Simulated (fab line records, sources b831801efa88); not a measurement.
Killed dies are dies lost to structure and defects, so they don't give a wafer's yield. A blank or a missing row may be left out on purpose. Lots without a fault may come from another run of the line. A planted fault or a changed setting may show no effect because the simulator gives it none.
fab line records | flow sky130 | part 2 of 2: steps 28 to 36 of 36
record lots=5 wafers=15 last_day=50
route steps=708 shown LOCAL_INTERCONNECT@392 CONTACT@406
lots that met no fault: from a run of the same line without faults
start_h: hours from the record's first day to the start of the lot's first wafer shown | wait_h: hours since the lot's step before | " the same as in the row above | L1.1+2: a row that stands for several wafers | - no value, or no start given | * or withheld: withheld | < > ~ a bound
route shown NAME@n: a module of which the file shows steps, and the number in the route of the first | usual: mean/standard deviation of fault-free wafers | same: alike in all rows | chamber/n: place in a boat | sites: the reading at each site | _std_site: their standard deviation | _edge_site: outer sites' mean less inner sites' | radius_mm: how far each site lies from the wafer's centre | mask NAME#n: copy n | behind: the tool/chamber that last shaped the wafer | hold: why the lot was held/for how many hours/how that ended | device: the transistor (n, p or np) that didn't switch | end of line: the same wafers' tests at the end of the route | a step without rows: its recipe alone | killed: dies lost to structure and defects at the first sort, not the wafer's yield | map: a wafer's dies, x killed, . not, _ none there
set.NAME: the setting as run; set.NAME@STEP: as run at that earlier step | model.NAME: the simulator's own value behind a step, which no gauge read
lots at some steps of the route; a table a step, a row a wafer
services: from which hour (start_h, from the record's first day; less than 0 if before it) a tool's chamber was out of use, for how many hours, and why
## steps
# step SKY_CONTACT_DEVELOP_13
# recipe develop_time_s=60.94 resist=KrF-thick dev_temp_c=21
# usual chill_plate_temp_C=23.02/0.1
# columns lot.wafer tool chamber start_h wait_h chill_plate_temp_C
L075.1 litho_track-03 0 - - 22.96
L075.2 " 0 " " 22.95
L075.3 " 0 " " 23.00
L085.3 litho_track-04 0 - - 23.22
L085.4 " 0 " " 23.13
L085.5 " 0 " " 23.11
L091.3 litho_track-02 0 - - 22.96
L091.4 " 0 " " 23.09
L091.6 " 0 " " 23.11
L093.2 litho_track-02 0 - - 23.08
L093.3 " 0 " " 22.95
L093.6 " 0 " " 22.87
L096.1 litho_track-02 0 - - 22.95
L096.2 " 0 " " 22.94
L096.6 " 0 " " 22.85
# step SKY_CONTACT_CD_MEAS_14
# recipe target_cd_nm=170
# usual cd_nm=169.2/1.8
# columns lot.wafer tool chamber start_h wait_h cd_nm
L075.1 cd_sem-02 - 744.28 - 171.2
L075.2 " - " " 170.3
L075.3 " - " " 171.4
L085.3 cd_sem-01 - 817.02 - 169.0
L085.4 " - " " 170.7
L085.5 " - " " 170.9
L091.3 cd_sem-02 - 872.46 - 167.5
L091.4 " - " " 169.0
L091.6 " - " " 169.2
L093.2 cd_sem-01 - 878.09 - 169.6
L093.3 " - " " 167.6
L093.6 " - " " 168.0
L096.1 cd_sem-02 - 917.37 - 171.2
L096.2 " - " " 170.0
L096.6 " - " " 169.7
# step SKY_CONTACT_OVL_MEAS_15
# usual CONTACT_OVL=0/5.4
# columns lot.wafer tool chamber start_h wait_h CONTACT_OVL[nm]
L075.1 overlay-01 - 744.40 0.1 2
L075.2 " - " " -3
L075.3 " - " " 1
L085.3 overlay-01 - 817.11 0.1 0
L085.4 " - " " -8
L085.5 " - " " -2
L091.3 overlay-01 - 872.55 0.1 3
L091.4 " - " " -2
L091.6 " - " " -2
L093.2 overlay-01 - 878.19 0.1 -3
L093.3 " - " " -6
L093.6 " - " " 1
L096.1 overlay-01 - 917.49 0.1 -12
L096.2 " - " " -4
L096.6 " - " " -8
# step SKY_CONTACT_ETCH_16
# recipe chemistry=N2/H2 target=BARC ion_energy_ev=200 source_w=500 bias_w=100 pressure_mtorr=30 n2_flow_sccm=100 h2_flow_sccm=200 stop_on=SiO2 time_s=45.9 target_depth_a=600
# usual drypump_motor_current_A=5.9/0.47 oes_product_au=0.854/0.0044 throttle_valve_pct=13.226/0.0092
# columns lot.wafer tool chamber start_h wait_h drypump_motor_current_A oes_product_au rf_hours_counter_h throttle_valve_pct
L075.1 rie_diel-01 1 744.44 0.0 5.7 0.854 46 13.206
L075.2 " 3 " " 6.7 0.860 9 13.219
L075.3 " 2 " " 6.1 0.853 7 13.236
L085.3 rie_diel-02 3 817.13 0.0 6.6 0.854 2 13.238
L085.4 " 2 " " 6.1 0.856 9 13.246
L085.5 " 3 " " 6.5 0.857 - 13.219
L091.3 rie_diel-03 2 872.57 0.0 5.0 0.850 4 13.246
L091.4 " 3 " " 5.8 0.852 - 13.236
L091.6 " 2 " " 5.0 0.856 - 13.214
L093.2 rie_diel-02 3 878.22 0.0 6.5 0.854 4 13.233
L093.3 " 2 " " 6.1 0.852 11 13.222
L093.6 " 2 " " 6.2 0.855 - 13.232
L096.1 rie_diel-03 2 917.52 0.0 5.0 0.858 6 13.214
L096.2 " 3 " " 5.8 0.854 13 13.214
L096.6 " 3 " " 5.8 0.854 - 13.223
# step SKY_CONTACT_ETCH_17
# recipe target=SiO2 chemistry=C4F8/O2/Ar stop_on=Si3N4 mask_material=KrF-thick source_w=1500 bias_w=1200 pressure_mtorr=40 c4f8_flow_sccm=withheld O2_flow_sccm=6 Ar_flow_sccm=300 time_s=withheld target_depth_a=3400
# usual oes_product_au=0.892/0.0048
# columns lot.wafer tool chamber start_h wait_h oes_product_au
L075.1 rie_diel-01 1 744.48 0.0 0.892
L075.2 " 3 " " 0.898
L075.3 " 2 " " 0.898
L085.3 rie_diel-02 3 817.17 0.0 0.890
L085.4 " 2 " " 0.892
L085.5 " 3 " " 0.893
L091.3 rie_diel-03 2 872.62 0.0 0.897
L091.4 " 3 " " 0.898
L091.6 " 2 " " 0.894
L093.2 rie_diel-02 3 878.27 0.0 0.893
L093.3 " 2 " " 0.899
L093.6 " 2 " " 0.895
L096.1 rie_diel-03 2 917.57 0.0 0.894
L096.2 " 3 " " 0.895
L096.6 " 3 " " 0.892
# step SKY_CONTACT_ETCH_18
# recipe target=Si3N4 chemistry=CHF3/O2 stop_on=TiN source_w=600 bias_w=200 pressure_mtorr=40 chf3_flow_sccm=50 O2_flow_sccm=5 time_s=39 target_depth_a=750
# usual drypump_motor_current_A=5.9/0.47 oes_product_au=0.853/0.0074 throttle_valve_pct=8.792/0.0095
# columns lot.wafer tool chamber start_h wait_h drypump_motor_current_A oes_product_au rf_hours_counter_h throttle_valve_pct
L075.1 rie_diel-01 1 - - 5.7 0.846 46 8.792
L075.2 " 3 " " 6.7 0.857 9 8.788
L075.3 " 2 " " 6.1 0.852 7 8.788
L085.3 rie_diel-02 3 - - 6.5 0.854 2 8.777
L085.4 " 2 " " 6.1 0.851 9 8.784
L085.5 " 3 " " 6.5 0.860 - 8.801
L091.3 rie_diel-03 2 - - 5.0 0.848 4 8.775
L091.4 " 3 " " 5.8 0.853 - 8.788
L091.6 " 2 " " 5.0 0.854 - 8.791
L093.2 rie_diel-02 3 - - 6.5 0.850 4 8.792
L093.3 " 2 " " 6.1 0.863 11 8.802
L093.6 " 2 " " 6.1 0.852 - 8.800
L096.1 rie_diel-03 2 - - 5.0 0.852 6 8.785
L096.2 " 3 " " 5.8 0.851 13 8.795
L096.6 " 3 " " 5.8 0.867 - 8.791
# step SKY_CONTACT_STRIP_19
# recipe chemistry=O2/N2 power_w=1400 pressure_mtorr=1500 platen_temp_c=withheld o2_flow_sccm=3000 n2_flow_sccm=300 overash_fraction=0.5
# usual drypump_motor_current_A=5.8/0.52 oes_product_au=0.380/0.0046 strip_time_to_endpoint_s=3.606/0.022
# columns lot.wafer tool chamber start_h wait_h drypump_motor_current_A oes_product_au rf_hours_counter_h strip_time_to_endpoint_s
L075.1 plasma_asher-02 0 744.57 - 5.4 0.382 0 3.627
L075.2 " 1 " " 6.4 0.385 0 3.626
L075.3 " 0 " " 5.4 0.377 - 3.615
L085.3 plasma_asher-04 1 817.30 - 5.1 0.377 - 3.601
L085.4 " 0 " " 6.1 0.380 - 3.603
L085.5 " 1 " " 5.1 0.380 - 3.582
L091.3 plasma_asher-04 0 872.74 - 6.2 0.384 - 3.597
L091.4 " 1 " " 5.1 0.374 - 3.630
L091.6 " 0 " " 6.2 0.385 - 3.609
L093.2 plasma_asher-02 0 878.36 - 5.4 0.378 12 3.578
L093.3 " 0 " " 5.5 0.381 - 3.586
L093.6 " 0 " " 5.4 0.381 - 3.593
L096.1 plasma_asher-02 0 917.66 - 5.4 0.381 15 3.576
L096.2 " 1 " " 6.5 0.377 15 3.621
L096.6 " 1 " " 6.5 0.377 - 3.580
# step SKY_CONTACT_STRIP_20
# recipe chemistry=post_etch_residue_remover time_s=1200 temp_c=72.5
# columns lot.wafer tool chamber start_h wait_h
L075.1+2+3 wet_bench-01 3 744.67 0.1
L085.3+4+5 wet_bench-04 3 817.36 0.0
L091.3+4+6 wet_bench-04 2 872.81 0.0
L093.2+3+6 wet_bench-01 3 878.46 0.1
L096.1+2+6 wet_bench-01 3 917.76 0.1
# step SKY_CONTACT_CLEAN_21
# recipe chemistry=IPA time_s=180 temp_c=25
# columns lot.wafer tool chamber start_h wait_h
L075.1+2+3 wet_bench-04 3 745.01 0.0
L085.3+4+5 wet_bench-02 3 817.71 0.0
L091.3+4+6 wet_bench-02 2 873.15 0.0
L093.2+3+6 wet_bench-04 0 878.80 0.0
L096.1+2+6 wet_bench-04 0 918.10 0.0
## services
# columns tool chamber start_h hours kind
krf_scanner-01 - 698.04 1.5 repair
krf_scanner-01 - 699.52 1.3 pm
rie_diel-02 1 703.15 9.9 repair
rie_diel-02 2 731.39 5.1 repair
rie_diel-02 - 742.38 14.6 pm
wet_bench-04 - 747.52 3.3 repair
rie_diel-03 0 770.20 2.1 repair
krf_scanner-01 - 774.33 1.0 pm
rie_diel-02 0 778.90 19.2 repair
rie_diel-02 3 780.67 1.9 repair
rie_metal-04 0 786.11 63.8 repair
wet_bench-01 - 803.26 1.3 repair
krf_scanner-01 - 804.94 0.3 repair
krf_scanner-01 - 807.08 0.8 pm
rie_diel-02 0 819.24 5.9 repair
rie_diel-02 3 834.32 6.1 repair
rie_diel-02 - 835.68 2.8 pm
rie_diel-02 3 846.09 6.1 repair
rie_diel-03 2 847.44 4.3 repair
krf_scanner-01 - 874.66 1.3 pm
rie_diel-02 2 879.58 3.8 repair
wet_bench-04 - 880.99 1.9 pm
wet_bench-01 - 899.73 4.4 pm
krf_scanner-01 - 901.96 4.0 pm
